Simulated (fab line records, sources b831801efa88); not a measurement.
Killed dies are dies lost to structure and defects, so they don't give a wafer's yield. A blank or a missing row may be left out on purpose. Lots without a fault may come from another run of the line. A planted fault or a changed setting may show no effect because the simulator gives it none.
A struck lot beside a sound one | flow sky130 | 20 steps out of a route of 708
Sound: wafers L623.2, L623.5, L623.6. Struck: wafers L629.3, L629.4, L629.6. The cause comes at the end.
At each step with rows: each side's tool, then ch and its chambers, then its first start. Under that, the readings that differ: sound wafers | struck wafers | difference of the means | sigmas: that difference in standard deviations of wafers without a fault.
alike: readings whose means differ by less than 2 such deviations, and words and numbers that are the same on both sides. not compared: withheld readings, readings that some wafer has no value for, bounds like >300 that may hide the same value, and numbers for which the record gives no deviation and whose values overlap.
The two part at a step that has a row with sigmas, a row that says differs or no value, or rows on one side only. Numbers that don't overlap but have no deviation are shown without sigmas and don't part them. A reading that every wafer of one side lacks parts them only if that side has two wafers or more.

SKY_RES_XHIGH_STRIP_08: strips in O2/N2.
  sound on plasma_asher-02 ch 0,1, day 27 14:38; struck on plasma_asher-03 ch 0,1, day 30 12:49
  alike: drypump_motor_current_A, oes_product_au, strip_time_to_endpoint_s
  not compared: rf_hours_counter_h
SKY_RES_XHIGH_TW_MEAS_09:
  sound on film_metro-03, day 27 14:44; struck on film_metro-03, day 30 12:54
  alike: RES_XHIGH_TW
then, 7 steps without rows for these wafers: SKY_SD_N_DEHYDRATE_00 (time 60 s); SKY_SD_N_HMDS_01 (prime time 60 s); SKY_SD_N_COAT_02 (resist thk 1140 nm); SKY_SD_N_SOFTBAKE_03 (time 60 s); SKY_SD_N_EXPOSE_04 (exposes mask NSDM, target cd 380 nm); SKY_SD_N_PEB_05; SKY_SD_N_DEVELOP_06 (develop time 60 s).
SKY_SD_N_CD_MEAS_07: target cd 380 nm.
  sound on cd_sem-01, day 28 19:11; struck on cd_sem-01, day 31 15:59
  alike: cd_nm
SKY_SD_N_OVL_MEAS_08:
  sound on overlay-01, day 28 19:17; struck on overlay-01, day 31 16:04
  alike: SD_N_OVL
then, 1 step without rows for these wafers: SKY_SD_N_IMPLANT_09.
SKY_SD_N_IMPLANT_10:
  sound on implanter-04 ch 0, day 28 19:30; struck on implanter-01 ch 0, day 31 16:17
  reading            | sound                       | struck                       | difference | sigmas
  dose_ions_cm2      | 9.981e+13 9.99e+13 9.99e+13 | 4.521e+13 4.53e+13 4.518e+13 | -5.464e+13 | -99 or more
  faraday_current_uA | 519 526 515                 | 253 248 257                  | -267       | -12
SKY_SD_N_STRIP_11: strips in O2/N2.
  sound on plasma_asher-03 ch 0,1, day 28 19:37; struck on plasma_asher-04 ch 0,1, day 31 16:26
  reading                      | sound             | struck            | difference | sigmas
  strip_time_to_endpoint_s (s) | 22.50 22.49 22.50 | 22.44 22.36 22.40 | -0.10      | -2
  alike: drypump_motor_current_A, oes_product_au
  not compared: rf_hours_counter_h
SKY_SD_N_TW_MEAS_12:
  sound on film_metro-03, day 28 19:44; struck on film_metro-04, day 31 16:31
  alike: SD_N_TW
then, 1 step without rows for these wafers: SKY_SD_N_CLEAN_13 (cleans in SC1/SC2, time 150 s).
SKY_SD_N_RTA_14: time 2 s.
  sound on rtp_anneal-02 ch 0, day 28 19:50; struck on rtp_anneal-02 ch 0, day 31 16:37
  alike: lamp_power_pct, wafer_temp_C_max
SKY_SD_N_RS_MEAS_16: measures by four-point-probe.
  sound on film_metro-01, day 28 20:02; struck on film_metro-04, day 31 17:11
  reading          | sound             | struck            | difference | sigmas
  SD_N_RS (ohm/sq) | 69.00 68.81 68.84 | 70.05 70.14 70.45 | +1.33      | +9
  not compared: hold
SKY_SD_N_RS_MEAS_17: measures by four-point-probe.
  sound on film_metro-01, day 28 20:09; struck on film_metro-04, day 31 19:00
  reading | sound | struck                                                                     | difference                   | sigmas
  hold    | - - - | await_dispo/1.7h/release await_dispo/1.7h/release await_dispo/1.7h/release | no value on the sound wafers |
  alike: SD_P_RS
-- the record jumps here: 17 days lie between the struck wafers' starts before and after (it left off in module SD_N and takes up again in module PAD_OPEN, whose first step shown is number 708 of the route) --
SKY_PAD_OPEN_PROBE_99:
  sound on prober-02, day 46 14:18; struck on prober-02, day 48 14:18
  reading                         | sound             | struck            | difference | sigmas
  model.etest.res_ndiff.rs_ohm_sq | 121.1 120.2 120.2 | 121.7 122.7 122.8 | +1.9       |
  alike: killed_at_M0_to_M3, killed_at_M4_up, killed_at_contacts, killed_at_front_end, killed_at_other, killed_dies, killed_open, killed_short

WHERE THEY PART
First at SKY_SD_N_IMPLANT_10; last, within this record, at SKY_SD_N_RS_MEAS_17. Later steps at which nothing parts them and some readings are alike: SKY_PAD_OPEN_PROBE_99.

WHY: what the simulator had put in
Process parameter drift: implanter-01, from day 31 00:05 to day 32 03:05, at SKY_SD_N_IMPLANT_10. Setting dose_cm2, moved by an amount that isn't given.
